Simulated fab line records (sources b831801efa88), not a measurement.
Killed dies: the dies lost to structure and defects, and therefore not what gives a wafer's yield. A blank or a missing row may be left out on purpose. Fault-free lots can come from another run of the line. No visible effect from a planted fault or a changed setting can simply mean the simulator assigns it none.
Which tool is to blame? | flow sky130 | 13 lots with 39 wafers sampled at 5 steps, on a route of 708 steps

## WHAT THE GAUGES READ, wafer by wafer
No reading from a measuring or inspecting step in the record can be judged against a usual standard deviation.

## EACH LOT AND THE TOOL THAT RAN IT (in order: tool; ch and the chambers of the sampled wafers; start)
lot  | SKY_LI_CONTACT_CLEAN_17         | SKY_METAL5_DESCUM_14              | SKY_PAD_OPEN_ETCH_07               | SKY_PAD_OPEN_STRIP_08                | SKY_PAD_OPEN_PROBE_99
L155 | wet bench-04 ch 0, day 29 07:50 | rie metal-01 ch 0,1, day 43 21:02 | rie diel-01 ch 1,2, day 45 19:02   | plasma asher-01 ch 1, day 45 19:09   | -
L156 | wet bench-03 ch 2, day 29 15:11 | rie metal-01 ch 0,1, day 44 04:19 | rie diel-02 ch 0,1,3, day 46 01:10 | plasma asher-03 ch 0,1, day 46 01:16 | -
L157 | wet bench-03 ch 2, day 29 22:29 | rie metal-01 ch 1, day 44 11:55   | rie diel-02 ch 0,2,3, day 46 08:28 | plasma asher-01 ch 0,1, day 46 08:34 | -
L158 | wet bench-04 ch 3, day 30 02:19 | rie metal-02 ch 0, day 44 15:31   | rie diel-02 ch 0,2,3, day 46 11:22 | plasma asher-03 ch 0, day 46 11:28   | -
L159 | wet bench-04 ch 1, day 30 18:10 | rie metal-01 ch 0,1, day 44 23:37 | rie diel-04 ch 0,2,3, day 46 18:46 | plasma asher-01 ch 0,1, day 46 18:52 | prober-01, day 46 21:08
L160 | wet bench-01 ch 0, day 31 06:37 | rie metal-01 ch 0, day 45 14:31   | rie diel-04 ch 1,2, day 47 07:28   | plasma asher-03 ch 0,1, day 47 07:34 | -
L161 | wet bench-04 ch 3, day 31 17:41 | rie metal-01 ch 0, day 45 21:05   | rie diel-04 ch 0,1,2, day 47 15:17 | plasma asher-01 ch 0,1, day 47 15:24 | -
L162 | wet bench-03 ch 1, day 32 02:08 | rie metal-02 ch 0,1, day 46 06:05 | rie diel-01 ch 0,2,3, day 47 22:52 | plasma asher-04 ch 0,1, day 47 22:58 | -
L163 | wet bench-04 ch 3, day 32 10:26 | rie metal-02 ch 0,1, day 46 12:55 | rie diel-01 ch 1,2, day 48 05:34   | plasma asher-01 ch 0,1, day 48 05:40 | -
L168 | wet bench-03 ch 0, day 33 13:01 | rie metal-01 ch 0,1, day 47 07:49 | rie diel-01 ch 0,1,2, day 48 23:32 | plasma asher-01 ch 0,1, day 48 23:39 | prober-02, day 49 02:05
L171 | wet bench-01 ch 2, day 34 14:25 | rie metal-04 ch 0,1, day 48 04:40 | rie diel-02 ch 0,2,3, day 49 17:29 | plasma asher-03 ch 0,1, day 49 17:36 | prober-01, day 49 19:52
L174 | wet bench-01 ch 0, day 35 06:40 | rie metal-02 ch 0,1, day 48 11:25 | rie diel-04 ch 1,3, day 50 00:40   | plasma asher-01 ch 0,1, day 50 00:48 | -
L178 | wet bench-01 ch 0, day 36 12:38 | rie metal-04 ch 1, day 49 08:34   | rie diel-04 ch 0,1,2, day 50 18:13 | plasma asher-03 ch 0,1, day 50 18:19 | -
- SKY_LI_CONTACT_CLEAN_17: cleans in NMP, time 600 s.
- SKY_METAL5_DESCUM_14: chemistry O2, time 11 s.
- SKY_PAD_OPEN_ETCH_07: etches the open film in CF4/O2, stops on AlCu, target depth 725 nm, time 161.1 s.
- SKY_PAD_OPEN_STRIP_08: strips in O2/N2.
- SKY_PAD_OPEN_PROBE_99

## AS READ BY THE TOOLS THEMSELVES (means over the sampled wafers that have a number; for cases with no such wafer, the mark the record gives instead)
SKY_METAL5_DESCUM_14. Usual: drypump motor current A 6.1 A, standard deviation 0.4; oes product au 1.001 a.u., standard deviation 0.012.
lot  | tool         | drypump motor current A (A) | oes product au (a.u.) | flag
L155 | rie metal-01 | 6.5                         | 1.015                 |
L156 | rie metal-01 | 6.4                         | 1.004                 |
L157 | rie metal-01 | 6.5                         | 1.017                 |
L158 | rie metal-02 | 5.5                         | 1.004                 |
L159 | rie metal-01 | 6.5                         | 1.011                 |
L160 | rie metal-01 | 6.4                         | 0.999                 |
L161 | rie metal-01 | 6.4                         | 0.991                 |
L162 | rie metal-02 | 5.7                         | 1.002                 |
L163 | rie metal-02 | 5.8                         | 0.997                 |
L168 | rie metal-01 | 6.5                         | 1.014                 |
L171 | rie metal-04 | 5.6                         | 0.996                 |
L174 | rie metal-02 | 5.7                         | 0.998                 |
L178 | rie metal-04 | 5.9                         | 1.001                 |

SKY_PAD_OPEN_ETCH_07. Usual: drypump motor current A 5.8 A, standard deviation 0.49; oes product au 0.977 a.u., standard deviation 0.0092; throttle valve pct 5.966 %, standard deviation 0.0095.
lot  | tool        | drypump motor current A (A) | oes product au (a.u.) | throttle valve pct (%) | flag
L155 | rie diel-01 | 6.1                         | 0.988                 | 5.967                  |
L156 | rie diel-02 | 6.0                         | 0.979                 | 5.963                  |
L157 | rie diel-02 | 5.9                         | 0.980                 | 5.972                  |
L158 | rie diel-02 | 6.0                         | 0.984                 | 5.971                  |
L159 | rie diel-04 | 5.5                         | 0.974                 | 5.963                  |
L160 | rie diel-04 | 5.8                         | 0.981                 | 5.975                  |
L161 | rie diel-04 | 6.0                         | 0.979                 | 5.963                  |
L162 | rie diel-01 | 5.8                         | 0.982                 | 5.978                  |
L163 | rie diel-01 | 6.1                         | 0.977                 | 5.969                  |
L168 | rie diel-01 | 5.8                         | 0.982                 | 5.971                  |
L171 | rie diel-02 | 5.9                         | 0.981                 | 5.959                  |
L174 | rie diel-04 | 5.6                         | 0.967                 | 5.960                  |
L178 | rie diel-04 | 5.9                         | 0.976                 | 5.964                  |

SKY_PAD_OPEN_STRIP_08. Usual: drypump motor current A 5.8 A, standard deviation 0.31; oes product au 0.663 a.u., standard deviation 0.0049.
lot  | tool            | drypump motor current A (A) | oes product au (a.u.) | flag
L155 | plasma asher-01 | 5.7                         | 0.661                 |
L156 | plasma asher-03 | 5.5                         | 0.665                 |
L157 | plasma asher-01 | 5.8                         | 0.663                 |
L158 | plasma asher-03 | 5.5                         | 0.660                 |
L159 | plasma asher-01 | 5.8                         | 0.667                 |
L160 | plasma asher-03 | 5.5                         | 0.658                 |
L161 | plasma asher-01 | 5.8                         | 0.668                 |
L162 | plasma asher-04 | 6.2                         | 0.664                 |
L163 | plasma asher-01 | 5.8                         | 0.664                 |
L168 | plasma asher-01 | 5.8                         | 0.662                 |
L171 | plasma asher-03 | 5.5                         | 0.664                 |
L174 | plasma asher-01 | 5.8                         | 0.668                 |
L178 | plasma asher-03 | 5.5                         | 0.665                 |

SKY_PAD_OPEN_PROBE_99. Usual: killed_at_M0_to_M3 43, standard deviation 6.3; killed_at_M4_up 3.0, standard deviation 1.6; killed at contacts 25, standard deviation 5; killed at front end 15, standard deviation 4.4; killed at other 0.3, standard deviation 0.8; killed dies 85, standard deviation 8.7; killed open 47, standard deviation 6.9; killed short 38, standard deviation 6.3.
lot  | tool      | killed_at_M0_to_M3 | killed_at_M4_up | killed at contacts | killed at front end | killed at other | killed dies | killed open | killed short | flag
L159 | prober-01 | 46                 | 4.3             | 23                 | 20                  | 0.3             | 93          | 46          | 47           |
L168 | prober-02 | 46                 | 1.7             | 57                 | 15                  | 0.0             | 119         | 43          | 39           | OFF
L171 | prober-01 | 43                 | 2.3             | 28                 | 11                  | 0.0             | 84          | 51          | 33           |

## THE ANSWER, worked out from the rows above alone
Rule: take the mean of a lot's wafers that have a number; if it is more than 3 standard deviations from the usual mean, the lot is off. A lot without any number at a reading at which 4 lots or more have one is off too. Any other lot the step has rows for is counted as sound. First the gauges in route order, then the tools' own readings, where a lot's mean is used as printed above. At the first step where some lot is off, the reading lying furthest off is the one used; lots without a number count as furthest.
Off at SKY_PAD_OPEN_PROBE_99 (killed at contacts): L168. Neither off nor sound, because the step has no rows for them: L155, L156, L157, L158, L160, L161, L162, L163, L174, L178.
A tool fits if, at that step or a process step before it, it ran every lot that is off, and no sound lot after the first of them. Can't be told from this: 5 tools fit, wet bench-03 at SKY_LI_CONTACT_CLEAN_17, rie metal-01 at SKY_METAL5_DESCUM_14, rie diel-01 at SKY_PAD_OPEN_ETCH_07, plasma asher-01 at SKY_PAD_OPEN_STRIP_08, prober-02 at SKY_PAD_OPEN_PROBE_99.

## WHAT THE SIMULATOR HAD PUT IN
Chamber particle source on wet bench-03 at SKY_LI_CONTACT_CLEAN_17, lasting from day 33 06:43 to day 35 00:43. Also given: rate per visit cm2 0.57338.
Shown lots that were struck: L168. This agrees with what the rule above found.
